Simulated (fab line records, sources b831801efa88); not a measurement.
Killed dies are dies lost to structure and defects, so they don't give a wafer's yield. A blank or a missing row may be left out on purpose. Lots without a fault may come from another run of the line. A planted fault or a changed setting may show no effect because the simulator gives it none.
Which tool did it? | flow gf180mcu | 10 lots, 30 wafers sampled, at 4 steps of a route of 602

WHAT THE GAUGES READ, wafer by wafer
GF_V5_RS_MEAS_24: measures by four-point-probe.
lot  | measured     | on            | V5_W_RS (ohm/sq)
L337 | day 28 10:56 | film_metro-02 | 0.332 0.330 0.331
L338 | day 28 12:05 | film_metro-02 | 0.335 0.330 0.336
L339 | day 28 21:17 | film_metro-02 | 0.321 0.325 0.325
L343 | day 30 10:29 | film_metro-03 | 0.323 0.323 0.194
L345 | day 30 18:47 | film_metro-02 | 0.328 0.195 0.195
L348 | day 31 09:15 | film_metro-03 | 0.330 0.334 0.331
L356 | day 33 12:59 | film_metro-03 | 0.327 0.332 0.333
L357 | day 33 23:12 | film_metro-01 | 0.328 0.331 0.330
L358 | day 34 01:29 | film_metro-02 | 0.328 0.330 0.335
L359 | day 34 05:53 | film_metro-03 | 0.329 0.326 0.332

WHICH TOOL RAN EACH LOT (tool, then ch and the chambers of the sampled wafers, then the start)
lot  | GF_V4_STRIP_18                       | GF_MIM_SPUTTER_03            | GF_V5_CVD_23
L337 | plasma_asher-04 ch 0,1, day 25 14:36 | pvd_sputter-04, day 25 15:59 | cvd_w-02 ch 1, day 28 10:47
L338 | plasma_asher-03 ch 0,1, day 25 16:32 | pvd_sputter-04, day 25 17:56 | cvd_w-02 ch 0,1, day 28 11:57
L339 | plasma_asher-03 ch 0,1, day 26 02:39 | pvd_sputter-03, day 26 04:02 | cvd_w-01 ch 1, day 28 21:09
L343 | plasma_asher-02 ch 0,1, day 27 19:21 | pvd_sputter-01, day 27 20:46 | cvd_w-01 ch 0,1, day 30 10:23
L345 | plasma_asher-02 ch 0,1, day 28 03:58 | pvd_sputter-04, day 28 05:41 | cvd_w-01 ch 0,1, day 30 18:41
L348 | plasma_asher-04 ch 1, day 28 19:32   | pvd_sputter-01, day 28 20:55 | cvd_w-02 ch 0,1, day 31 09:07
L356 | plasma_asher-02 ch 0,1, day 31 04:49 | pvd_sputter-01, day 31 06:16 | cvd_w-01 ch 0,1, day 33 12:52
L357 | plasma_asher-02 ch 0,1, day 31 16:11 | pvd_sputter-03, day 31 17:35 | cvd_w-02 ch 0, day 33 23:02
L358 | plasma_asher-02 ch 0,1, day 31 18:52 | pvd_sputter-01, day 31 20:16 | cvd_w-01 ch 0,1, day 34 01:22
L359 | plasma_asher-02 ch 0,1, day 32 00:13 | pvd_sputter-04, day 32 01:35 | cvd_w-01 ch 0,1, day 34 05:46
- GF_V4_STRIP_18: strips in O2/N2.
- GF_MIM_SPUTTER_03: material Ti, target thk 10 nm, time 6.7 s.
- GF_V5_CVD_23: deposits W, target thk 350 nm, time 104.9 s.

THE ANSWER, worked out from the rows above alone
Rule: what is usual is taken from the lots themselves. Put in order of their means at a reading, lots are off if they are a third of the lots or fewer, leave a main group of 4 or more, and stand apart from it by a gap of 3 or more times the standard deviation of the main group's means; of several such gaps the widest counts. A main group whose means are all the same, to the digits that the tables above print for the reading, isn't used. A lot without any number at a reading at which 4 lots or more have one is off too. The other lots that the step has rows for count as sound.
Off: L343, L345, at GF_V5_RS_MEAS_24 (V5_W_RS). The main group: mean 0.330 ohm/sq, standard deviation 0.0027.
A tool fits if, at a process step before that reading, it ran every lot that is off, and no sound lot after the first of them. The gauges at GF_V5_RS_MEAS_24 are tried like those tools. None of those tried fits.

WHAT THE SIMULATOR HAD PUT IN
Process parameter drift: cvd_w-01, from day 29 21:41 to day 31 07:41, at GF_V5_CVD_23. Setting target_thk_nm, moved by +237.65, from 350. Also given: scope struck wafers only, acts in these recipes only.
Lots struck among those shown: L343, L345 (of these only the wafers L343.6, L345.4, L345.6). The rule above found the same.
